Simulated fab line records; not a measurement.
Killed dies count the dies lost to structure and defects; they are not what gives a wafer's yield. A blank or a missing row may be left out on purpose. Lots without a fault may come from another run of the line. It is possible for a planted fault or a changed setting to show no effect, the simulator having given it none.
A single fault, viewed from 2 desks | flow sky130 | only its own numbers are on each desk; what lay behind them is given at the end

== THE TOOL OWNER'S DESK: rie diel-04 ==
The tool's own readings at SKY_CONTACT_ETCH_18 (etches Si3N4 in CHF3/O2, stops on TiN, time 39 s, target depth 75 nm): means of the sampled wafers that have a number, for each lot that ran on this tool. The brackets show how far a lot's mean lies from the usual mean; more than 4 standard deviations puts the lot out of limits, marked OUT.
Columns: A = bias w at SKY_CONTACT_ETCH_18, usual 200.0 W; B = drypump motor current A at SKY_CONTACT_ETCH_18, usual 5.9 A; C = oes product au at SKY_CONTACT_ETCH_18, usual 0.853 a.u.; D = throttle valve pct at SKY_CONTACT_ETCH_18, usual 8.792 %
lot  | first seen here | A                       | B   | C     | D
L148 | day 31 10:00    | 200.5                   | 6.3 | 0.848 | 8.800
L157 | day 35 00:00    | 199.9                   | 6.0 | 0.850 | 8.782
L160 | day 35 08:00    | 200.1                   | 5.6 | 0.859 | 8.799
L165 | day 37 06:00    | 303.8 (+99 or more) OUT | 6.3 | 0.851 | 8.790
L167 | day 37 14:00    | 303.4 (+99 or more) OUT | 6.0 | 0.856 | 8.789
L168 | day 37 17:00    | 303.5 (+99 or more) OUT | 6.0 | 0.850 | 8.793
This desk's verdict: out of limits on L165, L167, L168, starting with L165 at day 37 06:00 (bias w at SKY_CONTACT_ETCH_18). In limits: L148, L157, L160.

== FROM THE METROLOGY DESK ==
Means of the sampled wafers that have a number, per lot and without regard to the tool the lot ran on: this is what the gauges read. The brackets show how far a lot's mean lies from the usual mean; more than 4 standard deviations puts the lot out of limits, marked OUT.
Columns: A = CONTACT_W_RS at SKY_CONTACT_RS_MEAS_25, usual 0.340 ohm/sq
lot  | first seen here | A
L148 | day 31 11:38    | 0.342
L156 | day 34 13:10    | 0.334
L157 | day 35 00:56    | 0.334
L159 | day 35 08:25    | 0.341
L160 | day 35 09:40    | 0.341
L164 | day 36 23:55    | 0.346
L165 | day 37 06:59    | 0.333
L166 | day 37 12:33    | 0.339
L167 | day 37 15:51    | 0.339
L168 | day 37 18:15    | 0.337
L171 | day 39 04:40    | 0.350
This desk's finding: nothing out of limits on any of the 11 lots.

== ALL TOGETHER ==
The tool owner's desk could have raised an alarm at day 37 06:00, on L165, L167, L168.
The metrology desk saw nothing out of limits.
The metrology desk holds a record of L165, L167, L168, inside its limits.
On rie diel-04, each named lot ran SKY_CONTACT_ETCH_18.

== WHAT HAD BEEN PUT IN BY THE SIMULATOR ==
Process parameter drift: rie diel-04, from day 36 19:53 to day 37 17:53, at SKY_CONTACT_ETCH_18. The setting bias w was moved by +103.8, starting from 200. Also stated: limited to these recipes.
Shown lots that were struck: L165, L167, L168.
Delay in hours, fault start to first out-of-limits reading, by desk: the tool owner's desk at 10.
